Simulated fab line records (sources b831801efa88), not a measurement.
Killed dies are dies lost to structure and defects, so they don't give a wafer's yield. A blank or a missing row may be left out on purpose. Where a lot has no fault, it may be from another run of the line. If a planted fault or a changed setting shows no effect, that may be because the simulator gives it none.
What tool caused it? + flow gf180mcu + 14 lots with 42 wafers sampled at 5 steps, on a route of 602 steps

## WHAT THE GAUGES READ, wafer by wafer
GF_STI_CD_MEAS_12: the cd target is 220 nm.
| lot  | measured    | on        | cd-nm (nm)        |
|------|-------------|-----------|-------------------|
| L737 | day 2 02:18 | cd-sem-01 | 221.3 223.1 222.8 |
| L738 | day 2 06:23 | cd-sem-01 | 221.8 220.9 221.2 |
| L739 | day 2 13:23 | cd-sem-01 | 219.6 219.3 218.1 |
| L740 | day 2 16:52 | cd-sem-02 | 219.8 220.2 219.9 |
| L742 | day 3 04:53 | cd-sem-01 | 218.7 220.6 220.0 |
| L743 | day 3 08:07 | cd-sem-01 | 221.0 219.2 219.6 |
| L749 | day 4 15:22 | cd-sem-02 | 221.1 220.3 221.3 |
| L751 | day 5 01:52 | cd-sem-01 | 220.5 219.3 220.9 |
| L752 | day 5 05:43 | cd-sem-01 | 220.3 220.0 220.4 |
| L753 | day 5 11:34 | cd-sem-02 | 219.7 219.6 219.0 |
| L756 | day 6 04:37 | cd-sem-02 | 221.3 221.2 220.8 |
| L758 | day 6 14:02 | cd-sem-01 | 219.8 219.6 219.9 |
| L759 | day 6 18:16 | cd-sem-02 | 221.5 222.1 221.1 |
| L760 | day 7 00:02 | cd-sem-01 | 218.4 220.1 219.8 |

GF_VT_IMPLANT_RS_MEAS_47: a four-point-probe measurement.
| lot  | measured     | on            | NWELL_RS (ohm/sq) |
|------|--------------|---------------|-------------------|
| L737 | day 7 15:56  | film-metro-02 | 485.9 486.6 486.7 |
| L738 | day 7 20:24  | film-metro-02 | 487.0 486.1 486.1 |
| L739 | day 8 05:05  | film-metro-02 | 485.0 486.2 487.1 |
| L740 | day 8 10:41  | film-metro-04 | 472.8 473.6 474.0 |
| L742 | day 9 03:16  | film-metro-04 | 474.5 472.7 476.1 |
| L743 | day 9 05:34  | film-metro-04 | 474.4 474.7 474.9 |
| L749 | day 11 00:44 | film-metro-01 | 487.1 487.4 488.7 |
| L751 | day 11 12:49 | film-metro-04 | 487.5 486.8 487.9 |
| L752 | day 11 21:42 | film-metro-04 | 487.0 487.6 486.7 |
| L753 | day 12 03:38 | film-metro-02 | 487.0 487.4 486.4 |
| L756 | day 12 23:36 | film-metro-04 | 489.0 489.3 489.0 |
| L758 | day 13 12:51 | film-metro-04 | 487.0 487.8 487.1 |
| L759 | day 13 16:46 | film-metro-02 | 488.9 486.9 486.8 |
| L760 | day 13 23:40 | film-metro-04 | 488.7 490.9 488.4 |

GF_HV_LDD_OVL_MEAS_47.
| lot  | measured     | on         | HV_LDD_03_OVL (nm) |
|------|--------------|------------|--------------------|
| L737 | day 12 12:07 | overlay-01 | 1.9 1.3 1.0        |
| L738 | day 12 15:02 | overlay-01 | -0.8 -0.3 0.3      |
| L739 | day 13 01:31 | overlay-01 | -0.4 1.3 1.8       |
| L740 | day 13 07:35 | overlay-02 | 2.5 0.9 1.4        |
| L742 | day 14 11:46 | overlay-02 | 0.3 0.5 3.4        |
| L743 | day 14 10:22 | overlay-02 | 1.6 2.6 2.2        |
| L749 | day 16 15:06 | overlay-01 | 1.0 0.1 1.2        |
| L751 | day 17 04:51 | overlay-01 | 0.0 -1.6 -2.3      |
| L752 | day 17 18:47 | overlay-01 | 1.3 1.7 2.6        |
| L753 | day 18 03:32 | overlay-02 | 1.1 1.7 1.9        |
| L756 | day 19 05:46 | overlay-02 | 0.5 -0.1 0.3       |
| L758 | day 19 14:43 | overlay-02 | -0.3 1.9 -0.7      |
| L759 | day 20 01:50 | overlay-02 | -0.3 1.8 -0.7      |
| L760 | day 20 08:04 | overlay-02 | 0.2 0.2 -1.0       |

## WHAT TOOL EACH LOT RAN ON (gives the tool, then ch and the chambers of the sampled wafers, and finally the start)
| lot  | GF_NWELL_IMPLANT_09            | GF_VT_IMPLANT_RTA_45             |
|------|--------------------------------|----------------------------------|
| L737 | implanter-02 ch 0, day 3 08:58 | rtp-anneal-01 ch 0, day 7 15:43  |
| L738 | implanter-02 ch 0, day 3 13:04 | rtp-anneal-01 ch 0, day 7 20:11  |
| L739 | implanter-04 ch 0, day 3 20:40 | rtp-anneal-01 ch 0, day 8 04:50  |
| L740 | implanter-02 ch 0, day 4 00:37 | rtp-anneal-02 ch 0, day 8 10:28  |
| L742 | implanter-02 ch 0, day 4 12:28 | rtp-anneal-02 ch 0, day 9 03:03  |
| L743 | implanter-02 ch 0, day 4 15:20 | rtp-anneal-01 ch 0, day 9 05:21  |
| L749 | implanter-03 ch 0, day 6 00:20 | rtp-anneal-02 ch 0, day 11 00:31 |
| L751 | implanter-03 ch 0, day 6 13:08 | rtp-anneal-01 ch 0, day 11 12:35 |
| L752 | implanter-04 ch 0, day 6 19:23 | rtp-anneal-02 ch 0, day 11 21:29 |
| L753 | implanter-03 ch 0, day 6 23:36 | rtp-anneal-02 ch 0, day 12 03:25 |
| L756 | implanter-03 ch 0, day 7 16:51 | rtp-anneal-01 ch 0, day 12 23:23 |
| L758 | implanter-04 ch 0, day 8 02:58 | rtp-anneal-01 ch 0, day 13 12:38 |
| L759 | implanter-02 ch 0, day 8 08:22 | rtp-anneal-02 ch 0, day 13 16:32 |
| L760 | implanter-02 ch 0, day 8 13:05 | rtp-anneal-01 ch 0, day 13 23:26 |
- GF_NWELL_IMPLANT_09
- GF_VT_IMPLANT_RTA_45: time 30 s.

## AS READ BY THE TOOLS THEMSELVES (means over the sampled wafers that have a number; for cases with no such wafer, the mark the record gives instead)
GF_NWELL_IMPLANT_09.
| lot  | tool         | dose-ions-cm2 | faraday-current-uA |
|------|--------------|---------------|--------------------|
| L737 | implanter-02 | 4e+12         | 22.7               |
| L738 | implanter-02 | 4e+12         | 22.9               |
| L739 | implanter-04 | 4e+12         | 22.7               |
| L740 | implanter-02 | 5e+12         | 26.9               |
| L742 | implanter-02 | 5e+12         | 27.4               |
| L743 | implanter-02 | 5e+12         | 27.3               |
| L749 | implanter-03 | 4e+12         | 22.6               |
| L751 | implanter-03 | 4e+12         | 22.5               |
| L752 | implanter-04 | 4e+12         | 22.7               |
| L753 | implanter-03 | 4e+12         | 22.8               |
| L756 | implanter-03 | 4e+12         | 22.3               |
| L758 | implanter-04 | 4e+12         | 22.3               |
| L759 | implanter-02 | 4e+12         | 22.5               |
| L760 | implanter-02 | 4e+12         | 22.2               |

GF_VT_IMPLANT_RTA_45.
| lot  | tool          | lamp-power-pct (%) | wafer_temp_C_max |
|------|---------------|--------------------|------------------|
| L737 | rtp-anneal-01 | 35.0               | 1054.6           |
| L738 | rtp-anneal-01 | 35.0               | 1054.3           |
| L739 | rtp-anneal-01 | 34.9               | 1054.8           |
| L740 | rtp-anneal-02 | 39.4               | 1058.5           |
| L742 | rtp-anneal-02 | 39.4               | 1059.2           |
| L743 | rtp-anneal-01 | 34.9               | 1054.5           |
| L749 | rtp-anneal-02 | 39.4               | 1059.2           |
| L751 | rtp-anneal-01 | 35.0               | 1055.7           |
| L752 | rtp-anneal-02 | 39.4               | 1058.2           |
| L753 | rtp-anneal-02 | 39.4               | 1058.4           |
| L756 | rtp-anneal-01 | 34.9               | 1055.0           |
| L758 | rtp-anneal-01 | 34.9               | 1055.7           |
| L759 | rtp-anneal-02 | 39.3               | 1057.9           |
| L760 | rtp-anneal-01 | 34.9               | 1056.0           |

## THE ANSWER, worked out from the rows above alone
Rule: the lots themselves supply what counts as usual. Put in order of their means at a reading, lots are off if they are a third of the lots or fewer, leave a main group of 4 or more, and stand apart from it by a gap of 3 or more times the standard deviation of the main group's means; of several such gaps the widest counts. A main group is skipped when, at the precision printed for the reading in the tables above, its means are all equal. A lot without any number at a reading at which 4 lots or more have one is off too. Any other lot the step has rows for is counted as sound. First the gauges in route order, then the tools' own readings, where a lot's mean is used as printed above. The first step at which some lot is off is used, and at that step the reading that is off furthest; a lot without a number counts as furthest.
Off: L740, L742, L743, seen at GF_VT_IMPLANT_RS_MEAS_47 (NWELL_RS). The main group has a mean of 487.4 ohm/sq with a standard deviation of 0.99.
If a tool, at a process step before that reading, ran all the lots that are off and no sound lot after the first of them, it fits. Not tried: the gauges at GF_VT_IMPLANT_RS_MEAS_47; whatever is off there is also off at GF_NWELL_IMPLANT_09, on other tools, and gauge error can't account for it. Of those tried, none fits.

## WHAT HAD BEEN PUT IN BY THE SIMULATOR
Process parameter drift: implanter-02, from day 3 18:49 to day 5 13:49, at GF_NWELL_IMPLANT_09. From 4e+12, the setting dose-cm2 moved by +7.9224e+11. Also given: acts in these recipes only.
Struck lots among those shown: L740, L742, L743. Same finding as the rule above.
